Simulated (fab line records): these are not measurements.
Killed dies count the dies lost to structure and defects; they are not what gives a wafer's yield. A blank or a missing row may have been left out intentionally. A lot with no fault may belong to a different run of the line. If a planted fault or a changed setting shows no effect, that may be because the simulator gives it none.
Lot-split experiment / flow sky130 / 5 lots, 23 wafers read, on a route of 708 steps

ON THE SPLIT
At SKY_VIA2_HDPCVD_00 (deposits SiO2, target thk 1180 nm, time 196.7 s), the setting sih4-flow-sccm was moved away from the recipe's 60 sccm on 10 of the 23 wafers read, by -13.0% to +4.6%. The other wafers ran this setting at the recipe's value.

There is no step in the file separating the split from the reading.

THE READING
VIA2_HDPCVD_THK in nanometres, read at SKY_VIA2_THK_MEAS_01. On this fab line, fault-free wafers typically give 1182 nm with a standard deviation of 12 nm.

wafer=L076.2; tool, chamber at the split=hdpcvd-01, 0; sih4-flow-sccm as run, sccm=60; against the recipe=recipe; VIA2_HDPCVD_THK, nm=1187; against lot-mates on the recipe=-
wafer=L076.3; tool, chamber at the split=hdpcvd-01, 2; sih4-flow-sccm as run, sccm=60; against the recipe=recipe; VIA2_HDPCVD_THK, nm=1182; against lot-mates on the recipe=-
wafer=L076.4; tool, chamber at the split=hdpcvd-01, 2; sih4-flow-sccm as run, sccm=60; against the recipe=recipe; VIA2_HDPCVD_THK, nm=1179; against lot-mates on the recipe=-
wafer=L080.1; tool, chamber at the split=hdpcvd-02, 0; sih4-flow-sccm as run, sccm=62.75; against the recipe=+4.6%; VIA2_HDPCVD_THK, nm=1227; against lot-mates on the recipe=+66
wafer=L080.2; tool, chamber at the split=hdpcvd-02, 1; sih4-flow-sccm as run, sccm=60; against the recipe=recipe; VIA2_HDPCVD_THK, nm=1157; against lot-mates on the recipe=-
wafer=L080.3; tool, chamber at the split=hdpcvd-02, 2; sih4-flow-sccm as run, sccm=60; against the recipe=recipe; VIA2_HDPCVD_THK, nm=1165; against lot-mates on the recipe=-
wafer=L080.4; tool, chamber at the split=hdpcvd-02, 0; sih4-flow-sccm as run, sccm=62.75; against the recipe=+4.6%; VIA2_HDPCVD_THK, nm=1229; against lot-mates on the recipe=+68
wafer=L080.6; tool, chamber at the split=hdpcvd-02, 2; sih4-flow-sccm as run, sccm=62.75; against the recipe=+4.6%; VIA2_HDPCVD_THK, nm=1234; against lot-mates on the recipe=+73
wafer=L081.1; tool, chamber at the split=hdpcvd-02, 0; sih4-flow-sccm as run, sccm=52.17; against the recipe=-13.0%; VIA2_HDPCVD_THK, nm=1014; against lot-mates on the recipe=-161
wafer=L081.2; tool, chamber at the split=hdpcvd-02, 2; sih4-flow-sccm as run, sccm=60; against the recipe=recipe; VIA2_HDPCVD_THK, nm=1171; against lot-mates on the recipe=-
wafer=L081.3; tool, chamber at the split=hdpcvd-02, 1; sih4-flow-sccm as run, sccm=52.17; against the recipe=-13.0%; VIA2_HDPCVD_THK, nm=1019; against lot-mates on the recipe=-156
wafer=L081.4; tool, chamber at the split=hdpcvd-02, 2; sih4-flow-sccm as run, sccm=60; against the recipe=recipe; VIA2_HDPCVD_THK, nm=1179; against lot-mates on the recipe=-
wafer=L081.5; tool, chamber at the split=hdpcvd-02, 0; sih4-flow-sccm as run, sccm=52.17; against the recipe=-13.0%; VIA2_HDPCVD_THK, nm=1029; against lot-mates on the recipe=-146
wafer=L083.2; tool, chamber at the split=hdpcvd-01, 1; sih4-flow-sccm as run, sccm=55.18; against the recipe=-8.0%; VIA2_HDPCVD_THK, nm=1086; against lot-mates on the recipe=-79
wafer=L083.3; tool, chamber at the split=hdpcvd-01, 2; sih4-flow-sccm as run, sccm=60; against the recipe=recipe; VIA2_HDPCVD_THK, nm=1153; against lot-mates on the recipe=-
wafer=L083.4; tool, chamber at the split=hdpcvd-01, 0; sih4-flow-sccm as run, sccm=60; against the recipe=recipe; VIA2_HDPCVD_THK, nm=1183; against lot-mates on the recipe=-
wafer=L083.5; tool, chamber at the split=hdpcvd-01, 2; sih4-flow-sccm as run, sccm=60; against the recipe=recipe; VIA2_HDPCVD_THK, nm=1159; against lot-mates on the recipe=-
wafer=L083.6; tool, chamber at the split=hdpcvd-01, 1; sih4-flow-sccm as run, sccm=55.18; against the recipe=-8.0%; VIA2_HDPCVD_THK, nm=1089; against lot-mates on the recipe=-76
wafer=L082.1; tool, chamber at the split=hdpcvd-01, 1,0,2; sih4-flow-sccm as run, sccm=60; against the recipe=recipe; VIA2_HDPCVD_THK, nm=1207; against lot-mates on the recipe=-
wafer=L082.2; tool, chamber at the split=hdpcvd-01, 1,0,2; sih4-flow-sccm as run, sccm=60; against the recipe=recipe; VIA2_HDPCVD_THK, nm=1183; against lot-mates on the recipe=-
wafer=L082.3; tool, chamber at the split=hdpcvd-01, 1,0,2; sih4-flow-sccm as run, sccm=60; against the recipe=recipe; VIA2_HDPCVD_THK, nm=1191; against lot-mates on the recipe=-
wafer=L082.4; tool, chamber at the split=hdpcvd-01, 0,2; sih4-flow-sccm as run, sccm=55.91; against the recipe=-6.8%; VIA2_HDPCVD_THK, nm=1107; against lot-mates on the recipe=-87
wafer=L082.6; tool, chamber at the split=hdpcvd-01, 0,2; sih4-flow-sccm as run, sccm=55.91; against the recipe=-6.8%; VIA2_HDPCVD_THK, nm=1086; against lot-mates on the recipe=-108
Rows listing several chambers each stand for several wafers; the file does not say which wafer went through which chamber.

FIT RESULTS
A straight line over all 23 wafers: VIA2_HDPCVD_THK changes by +11.8 nm for each +1% of sih4-flow-sccm; r = +0.98; the points scatter about the line by 12 nm.
The same after taking each lot's own level away (the mean of its wafers on the recipe; 23 wafers): +12.2 nm for each +1%; r = +0.99; scatter 12 nm.
According to that fit, moving sih4-flow-sccm by its largest amount changes the reading by 1.6e+02 nm.
The lots' own levels span 1161.0 to 1193.7 nm, that is 2.7 times the standard deviation above.
The two slopes agree, so the slope changes little with the lot-to-lot level.
Check: with one of the wafers moved furthest among these (-13.0%) left out of the fit, the line predicts -155 nm for it against its lot-mates. Against them it came out at -161 nm.

THESE WAFERS: OTHER SPLITS
These wafers also went through other splits before the reading. Each is held against what the fit with the lots' levels taken away leaves over:
other split on the same wafers=SKY_LOCAL_INTERCONNECT_ETCH_13 ion-energy-ev; wafers away from the commonest value=11; r with VIA2_HDPCVD_THK (lot level and that fit taken away)=-0.07
other split on the same wafers=SKY_METAL1_METAL_ETCH_19 over-etch-frac; wafers away from the commonest value=8; r with VIA2_HDPCVD_THK (lot level and that fit taken away)=+0.00
other split on the same wafers=SKY_METAL2_SPUTTER_01 time-s; wafers away from the commonest value=5; r with VIA2_HDPCVD_THK (lot level and that fit taken away)=-0.28
other split on the same wafers=SKY_METAL2_SPUTTER_02 power-w; wafers away from the commonest value=6; r with VIA2_HDPCVD_THK (lot level and that fit taken away)=+0.18

THE WHOLE CHAIN: every reading that the file lists as answering this split, in the file's order
step=SKY_VIA2_HDPCVD_00; what it does=deposits SiO2, target thk 1180 nm, time 196.7 s; reading=SiO2_of_VIA2_HDPCVD_00.thk-nm (the simulator's own value, which no gauge read); change (the file's fit)=+11.8 nm for each +1% of the setting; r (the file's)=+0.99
step=SKY_VIA2_THK_MEAS_01; what it does=; reading=VIA2_HDPCVD_THK; change (the file's fit)=+12 for each +1% of the setting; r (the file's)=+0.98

FILE'S OWN FIT
VIA2_HDPCVD_THK changes by +12 nm for each +1% of sih4-flow-sccm, r = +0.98.
